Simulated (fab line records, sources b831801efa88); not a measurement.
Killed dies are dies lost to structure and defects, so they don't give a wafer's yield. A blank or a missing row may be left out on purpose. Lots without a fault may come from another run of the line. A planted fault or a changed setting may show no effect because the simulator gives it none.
Which tool did it? | flow gf180mcu | 12 lots, 36 wafers sampled, at 5 steps of a route of 602

WHAT THE GAUGES READ, wafer by wafer
GF_HV_LDD_THK_MEAS_55.
lot  | measured     | on            | HV_LDD_CVD_54_THK (nm)
L321 | day 12 09:26 | film_metro-01 | 10.22 10.20 10.28
L322 | day 12 16:47 | film_metro-01 | 9.96 10.18 10.13
L323 | day 12 23:34 | film_metro-03 | 8.35 8.35 8.31
L324 | day 13 12:19 | film_metro-03 | 8.41 8.57 8.51
L334 | day 17 03:02 | film_metro-04 | 9.93 10.04 10.02
L335 | day 17 05:34 | film_metro-04 | 10.00 9.90 9.96
L336 | day 17 16:29 | film_metro-04 | 10.00 9.93 9.97
L337 | day 18 00:39 | film_metro-01 | 9.98 10.13 10.10
L338 | day 18 03:10 | film_metro-03 | 9.86 9.90 9.82
L340 | day 18 18:25 | film_metro-01 | 9.99 10.23 9.92
L341 | day 19 02:35 | film_metro-04 | 10.05 10.17 9.98
L342 | day 19 06:22 | film_metro-01 | 9.66 9.85 9.88

GF_NSD_TW_MEAS_12.
lot  | measured     | on            | NSD_TW
L321 | day 13 07:01 | film_metro-03 | 4211 4210 4202
L322 | day 13 14:33 | film_metro-02 | 4282 4296 4291
L323 | day 14 01:13 | film_metro-02 | 4300 4301 4331
L324 | day 14 11:32 | film_metro-04 | 4216 4207 4216
L334 | day 18 03:44 | film_metro-03 | 4193 4197 4189
L335 | day 18 06:14 | film_metro-02 | 4246 4292 4271
L336 | day 18 17:26 | film_metro-02 | 4268 4277 4278
L337 | day 19 01:26 | film_metro-02 | 4254 4267 4289
L338 | day 19 04:26 | film_metro-02 | 4268 4286 4307
L340 | day 19 20:36 | film_metro-03 | 4203 4200 4195
L341 | day 20 06:17 | film_metro-04 | 4211 4212 4214
L342 | day 20 08:19 | film_metro-02 | 4309 4312 4298

WHICH TOOL RAN EACH LOT (tool, then ch and the chambers of the sampled wafers, then the start)
lot  | GF_HV_LDD_STRIP_22                   | GF_HV_LDD_STRIP_49                   | GF_HV_LDD_CVD_54
L321 | plasma_asher-02 ch 0,1, day 10 18:43 | plasma_asher-01 ch 0,1, day 12 08:02 | lpcvd-02 ch 0, day 12 08:25
L322 | plasma_asher-02 ch 0,1, day 11 00:55 | plasma_asher-02 ch 0,1, day 12 15:22 | lpcvd-02 ch 0, day 12 15:46
L323 | plasma_asher-04 ch 0,1, day 11 07:05 | plasma_asher-04 ch 0,1, day 12 22:10 | lpcvd-02 ch 0, day 12 22:33
L324 | plasma_asher-01 ch 0,1, day 11 18:07 | plasma_asher-02 ch 0,1, day 13 10:02 | lpcvd-02 ch 0, day 13 11:17
L334 | plasma_asher-04 ch 0,1, day 15 03:58 | plasma_asher-04 ch 0, day 17 01:37   | lpcvd-01 ch 1, day 17 02:01
L335 | plasma_asher-01 ch 0,1, day 15 05:23 | plasma_asher-04 ch 0,1, day 17 02:52 | lpcvd-01 ch 1, day 17 04:32
L336 | plasma_asher-01 ch 0,1, day 15 17:15 | plasma_asher-04 ch 0,1, day 17 15:03 | lpcvd-02 ch 0, day 17 15:27
L337 | plasma_asher-04 ch 0,1, day 16 00:44 | plasma_asher-01 ch 0,1, day 17 23:14 | lpcvd-02 ch 1, day 17 23:38
L338 | plasma_asher-01 ch 0,1, day 16 03:14 | plasma_asher-01 ch 0,1, day 18 01:42 | lpcvd-01 ch 1, day 18 02:08
L340 | plasma_asher-04 ch 0, day 16 19:03   | plasma_asher-02 ch 0, day 18 17:00   | lpcvd-02 ch 0, day 18 17:24
L341 | plasma_asher-01 ch 0,1, day 17 01:01 | plasma_asher-02 ch 0,1, day 18 23:25 | lpcvd-02 ch 0, day 19 01:34
L342 | plasma_asher-04 ch 0, day 17 05:20   | plasma_asher-02 ch 0,1, day 19 04:46 | lpcvd-02 ch 1, day 19 05:20
- GF_HV_LDD_STRIP_22: strips in O2/N2.
- GF_HV_LDD_STRIP_49: strips in O2/N2.
- GF_HV_LDD_CVD_54: deposits SiO2 from TEOS, target thk 10 nm, time 75 s.

WHAT THE TOOLS THEMSELVES READ (means of the sampled wafers that have a number; where no wafer has one, the mark that the record gives instead)
GF_HV_LDD_STRIP_22.
lot  | tool            | drypump_motor_current_A (A) | heater_power_w (W) | n2_flow_sccm (sccm) | oes_product_au (a.u.) | strip_time_to_endpoint_s (s)
L321 | plasma_asher-02 | 5.7                         | 359                | 300.7               | 0.715                 | 12.68
L322 | plasma_asher-02 | 5.7                         | 358                | 299.5               | 0.714                 | 12.63
L323 | plasma_asher-04 | 5.1                         | 334                | 300.6               | 0.717                 | 12.67
L324 | plasma_asher-01 | 5.3                         | 277                | 299.9               | 0.717                 | 12.64
L334 | plasma_asher-04 | 5.1                         | 333                | 299.4               | 0.711                 | 12.67
L335 | plasma_asher-01 | 5.1                         | 270                | 299.6               | 0.717                 | 12.56
L336 | plasma_asher-01 | 5.3                         | 279                | 300.1               | 0.711                 | 12.59
L337 | plasma_asher-04 | 4.9                         | 306                | 299.6               | 0.714                 | 12.60
L338 | plasma_asher-01 | 5.1                         | 270                | 300.8               | 0.714                 | 12.65
L340 | plasma_asher-04 | 4.8                         | 275                | 300.3               | 0.712                 | 12.61
L341 | plasma_asher-01 | 5.1                         | 275                | 299.6               | 0.715                 | 12.59
L342 | plasma_asher-04 | 4.8                         | 278                | 300.9               | 0.717                 | 12.61

GF_HV_LDD_STRIP_49.
lot  | tool            | drypump_motor_current_A (A) | heater_power_w (W) | n2_flow_sccm (sccm) | oes_product_au (a.u.) | strip_time_to_endpoint_s (s)
L321 | plasma_asher-01 | 5.3                         | 279                | 299.6               | 0.715                 | 12.621
L322 | plasma_asher-02 | 5.9                         | 325                | 299.2               | 0.719                 | 12.627
L323 | plasma_asher-04 | 5.1                         | 330                | 300.7               | 0.719                 | 12.637
L324 | plasma_asher-02 | 5.9                         | 330                | 298.7               | 0.716                 | 12.641
L334 | plasma_asher-04 | 4.7                         | 282                | 300.0               | 0.719                 | 12.613
L335 | plasma_asher-04 | 4.9                         | 307                | 300.2               | 0.715                 | 12.629
L336 | plasma_asher-04 | 5.1                         | 329                | 300.2               | 0.718                 | 12.616
L337 | plasma_asher-01 | 5.1                         | 275                | 299.9               | 0.717                 | 12.670
L338 | plasma_asher-01 | 5.3                         | 274                | 300.1               | 0.722                 | 12.613
L340 | plasma_asher-02 | 6.1                         | 304                | 301.0               | 0.716                 | 12.626
L341 | plasma_asher-02 | 5.9                         | 330                | 300.4               | 0.717                 | 12.601
L342 | plasma_asher-02 | 5.9                         | 336                | 299.3               | 0.717                 | 12.627

GF_HV_LDD_CVD_54.
lot  | tool     | pressure_mtorr (mTorr) | zone_power_top_pct (%)
L321 | lpcvd-02 | 400.1                  | 20.5
L322 | lpcvd-02 | 399.5                  | 20.6
L323 | lpcvd-02 | 400.0                  | 20.4
L324 | lpcvd-02 | 399.4                  | 20.6
L334 | lpcvd-01 | 398.8                  | 19.2
L335 | lpcvd-01 | 399.9                  | 19.2
L336 | lpcvd-02 | 400.5                  | 20.6
L337 | lpcvd-02 | 401.1                  | 22.2
L338 | lpcvd-01 | 400.3                  | 19.4
L340 | lpcvd-02 | 399.3                  | 20.3
L341 | lpcvd-02 | 400.6                  | 20.3
L342 | lpcvd-02 | 399.5                  | 21.9

THE ANSWER, worked out from the rows above alone
Rule: what is usual is taken from the lots themselves. Put in order of their means at a reading, lots are off if they are a third of the lots or fewer, leave a main group of 4 or more, and stand apart from it by a gap of 3 or more times the standard deviation of the main group's means; of several such gaps the widest counts. A main group whose means are all the same, to the digits that the tables above print for the reading, isn't used. A lot without any number at a reading at which 4 lots or more have one is off too. The other lots that the step has rows for count as sound. The gauges are gone through in route order, then the tools' own readings, and for those a lot's mean is taken as printed above. The first step at which some lot is off is used, and at that step the reading that is off furthest; a lot without a number counts as furthest.
Off: L323, L324, at GF_HV_LDD_THK_MEAS_55 (HV_LDD_CVD_54_THK). The main group: mean 10.01 nm, standard deviation 0.12.
A tool fits if, at a process step before that reading, it ran every lot that is off, and no sound lot after the first of them. The gauges at GF_HV_LDD_THK_MEAS_55 are tried like those tools. None of those tried fits.

WHAT THE SIMULATOR HAD PUT IN
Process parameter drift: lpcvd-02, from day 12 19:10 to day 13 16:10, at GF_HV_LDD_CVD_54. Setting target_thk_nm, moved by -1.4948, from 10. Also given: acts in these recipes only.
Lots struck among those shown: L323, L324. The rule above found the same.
